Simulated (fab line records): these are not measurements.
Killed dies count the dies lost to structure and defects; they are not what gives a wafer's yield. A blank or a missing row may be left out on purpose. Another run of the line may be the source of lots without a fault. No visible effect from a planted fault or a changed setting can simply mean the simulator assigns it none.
Problem report, 8D (eight disciplines) form, completed by code + flow gf180mcu + the parts of the form that need people (team, actions taken, sign-off) are left out

== 1. WHAT IS WRONG ==
MVSD_TW at GF_MVSD_TW_MEAS_11 reads a mean of 1229 on 6 wafers of 2 lots; wafers without a fault read 1587 with a standard deviation of 9.9. Measured from the usual mean, that is -36 standard deviations.
First seen on wafer L523.2, day 8 08:26, on filmMetro-03. At this step, 39 wafers from 13 lots have a number in the record. By rule, "out" or "out of limits" means more than 4 standard deviations away from the usual mean. The rest of the wafers with a number are treated as sound.

== 2. WHAT THIS IS AND IS NOT ==
| question                    | is                     | is not                                                              |
|-----------------------------|------------------------|---------------------------------------------------------------------|
| which readings at this step | MVSD_TW                | -                                                                   |
| which lots                  | L523, L530             | L507, L508, L509, L511, L513, L514, L515, L517, L520, L521, L524    |
| which wafers of those lots  | all that have a number | -                                                                   |
| read on which gauges        | filmMetro-03           | filmMetro-01, filmMetro-04                                          |
| when                        | from day 8 08:26       | up to then (30 sound wafers); but 3 sound wafers of L524 came after |

== 3. SUSPECTS, AND WHAT RULES EACH OUT ==
Counting: a tool at any process step up to the reading remains a suspect when it ran all the lots that are out and ran no sound lot after the first of those.
- the gauge at GF_MVSD_TW_MEAS_11: ruled out. All the wafers that are out were read on filmMetro-03, but those of them that GF_MVSD_IMPLANT_08 has rows for are out there too, on other tools.
- implanter-02 at GF_MVSD_IMPLANT_08: kept. It processed each lot that is out, first L523 at day 8 08:03, and no sound lot thereafter; up to then, the last sound lot it processed was L521 at day 7 20:50. On those wafers its own readings are out: doseIonsCm2, faradayCurrentUA.
Remaining after the count: implanter-02 at GF_MVSD_IMPLANT_08.

== 4. THE CAUSE (what the simulator had put in) ==
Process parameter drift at GF_MVSD_IMPLANT_08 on implanter-02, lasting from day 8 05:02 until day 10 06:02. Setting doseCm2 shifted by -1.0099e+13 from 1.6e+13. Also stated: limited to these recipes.
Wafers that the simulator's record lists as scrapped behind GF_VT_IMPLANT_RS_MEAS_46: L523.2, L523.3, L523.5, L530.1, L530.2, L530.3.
Only this tool survived the counting.

== 5. THE CHAIN OF EFFECTS, in route order ==
Rows list readings where the struck wafers' mean (over those with a number) sits beyond 3 standard deviations from the usual. Only readings for which the record gives a usual standard deviation are gone through. hours: the time from each lot's start at the first step in this table that gives one to its start at this step, as a median over the lots. sigmas: the change in usual standard deviations.
| hours | step                     | reading          | usual        | on struck wafers | change      | sigmas      |
|-------|--------------------------|------------------|--------------|------------------|-------------|-------------|
| 0     | GF_MVSD_IMPLANT_08       | doseIonsCm2      | 1.6005e+13   | 5.9055e+12       | -1.0100e+13 | -99 or more |
| 0     | GF_MVSD_IMPLANT_08       | faradayCurrentUA | 90.0         | 33.4             | -56.6       | -31         |
| 0     | GF_MVSD_TW_MEAS_11       | MVSD_TW          | 1587         | 1229             | -358        | -36         |
| 96    | GF_VT_IMPLANT_RS_MEAS_46 | MVSD_RS          | 456.1 ohm/sq | 745.6            | +289.5      | +99 or more |
Its process steps:
- GF_MVSD_IMPLANT_08
Later measuring or inspecting steps at which every struck wafer that the step has a row for has a number for every such reading, and none has moved that far: GF_MVPSD_OVL_MEAS_07.

== 6. HOW IT WOULD HAVE BEEN CAUGHT EARLIER ==
In this record the first reading out of limits at a measuring or inspecting step was taken at day 8 08:26, 3 hours after the fault began at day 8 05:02.
At GF_MVSD_IMPLANT_08, the tool's own readings (doseIonsCm2, faradayCurrentUA) were out on each struck wafer the step has a row for, so an alarm limit on them would have fired on the first such wafer.
Among the 2 lots that are out, L530 began GF_MVSD_IMPLANT_08 on implanter-02 after day 8 08:26. Holding the tool at that time would have saved it.
